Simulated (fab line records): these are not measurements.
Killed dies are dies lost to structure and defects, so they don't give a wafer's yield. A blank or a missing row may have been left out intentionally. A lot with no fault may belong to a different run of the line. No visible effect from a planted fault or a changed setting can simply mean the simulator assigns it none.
Comparing a struck lot with a sound one + flow sky130 + 15 out of 708 route steps
Sound: these wafers, L446.1, L446.4, L446.6. The struck wafers were L455.2, L455.5, L455.6. Last of all comes the cause.
Per side, at each step with rows, come the tool, then ch with its chambers, and then its first start. Under that, the readings that differ: sound wafers + struck wafers + difference of the means + sigmas: that difference in standard deviations of wafers without a fault.
alike: readings with means less than 2 such deviations apart, plus words and numbers identical on both sides. not compared: withheld readings, readings lacking a value on some wafer, bounds such as >300 that could conceal the same value, and numbers that have no deviation in the record and whose values overlap.
The two part at a step that has a row with sigmas, a row that says differs or no value, or rows on one side only. Non-overlapping numbers with no deviation appear without sigmas and do not part them. Lack of a reading on every wafer of one side parts them only where that side has two or more wafers.

first, 1 step without rows for these wafers: SKY_VT_ADJUST_LVTN_IMPLANT_19.
SKY_VT_ADJUST_LVTN_STRIP_20: strips in O2/N2.
  sound on plasma asher-04 ch 0,1, day 10 02:06; struck on plasma asher-01 ch 0,1, day 12 17:13
  alike: drypump motor current A, oes product au, strip time to endpoint s
  not compared: rf hours counter h
SKY_VT_ADJUST_LVTN_TW_MEAS_21:
  sound on film metro-04, day 10 02:12; struck on film metro-02, day 12 17:19
  alike: VT_ADJUST_LVTN_2_TW
then, 7 steps without rows for these wafers: SKY_VT_ADJUST_NCORE_DEHYDRATE_00 (time 60 s); SKY_VT_ADJUST_NCORE_HMDS_01 (prime time 60 s); SKY_VT_ADJUST_NCORE_COAT_02 (resist thk 1140 nm); SKY_VT_ADJUST_NCORE_SOFTBAKE_03 (time 60 s); SKY_VT_ADJUST_NCORE_EXPOSE_04 (exposes mask LVTN COMPLEMENT THIN, target cd 380 nm); SKY_VT_ADJUST_NCORE_PEB_05; SKY_VT_ADJUST_NCORE_DEVELOP_06 (develop time 60 s).
SKY_VT_ADJUST_NCORE_CD_MEAS_07: target cd 380 nm.
  sound on cd sem-02, day 11 00:55; struck on cd sem-02, day 13 18:08
  alike: cd nm
SKY_VT_ADJUST_NCORE_OVL_MEAS_08:
  sound on overlay-01, day 11 01:02; struck on overlay-02, day 13 18:14
  alike: VT_ADJUST_NCORE_OVL
SKY_VT_ADJUST_NCORE_IMPLANT_09:
  sound on implanter-02 ch 0, day 11 01:04; struck on implanter-02 ch 0, day 13 18:17
| reading       | sound                         | struck                           | difference  | sigmas |
|---------------|-------------------------------|----------------------------------|-------------|--------|
| dose ions cm2 | 2.4e+12 2.4032e+12 2.4034e+12 | 2.2903e+12 2.2896e+12 2.2905e+12 | -1.1207e+11 | -45    |
SKY_VT_ADJUST_NCORE_STRIP_10: strips in O2/N2.
  sound on plasma asher-02 ch 0,1, day 11 01:13; struck on plasma asher-03 ch 0,1, day 13 18:25
  alike: drypump motor current A, oes product au, strip time to endpoint s
  not compared: rf hours counter h
-- a jump in the record: the struck wafers' starts before and after are 36 days apart (it breaks off in module VT_ADJUST_NCORE and resumes in module PAD_OPEN, where the first step shown is number 708 of the route) --
SKY_PAD_OPEN_PROBE_99:
  sound on prober-01, day 48 01:10; struck on prober-01, day 49 19:31
  alike: killed_at_M0_to_M3, killed_at_M4_up, killed at contacts, killed at front end, killed at other, killed dies, killed open, killed short
  not compared: model.etest.pfet g5v0d10v5.off log10 a um, model.etest.pfet g5v0d10v5.vt sat v, model.etest.pfet_16v.vt v, model.etest.pfet g5v0d10v5.vt v, model.etest.pfet g5v0d10v5.vt long v, model.etest.nfet g5v0d10v5.vt sat v, model.etest.nfet g5v0d10v5.vt v, model.etest.nfet_16v.vt v

## WHERE THEY PART
Only at SKY_VT_ADJUST_NCORE_IMPLANT_09, within this record. Later steps at which nothing parts them and some readings are alike: SKY_VT_ADJUST_NCORE_STRIP_10, SKY_PAD_OPEN_PROBE_99.

WHY: what the simulator had put in
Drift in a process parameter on implanter-02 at SKY_VT_ADJUST_NCORE_IMPLANT_09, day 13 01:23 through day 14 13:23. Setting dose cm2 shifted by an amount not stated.
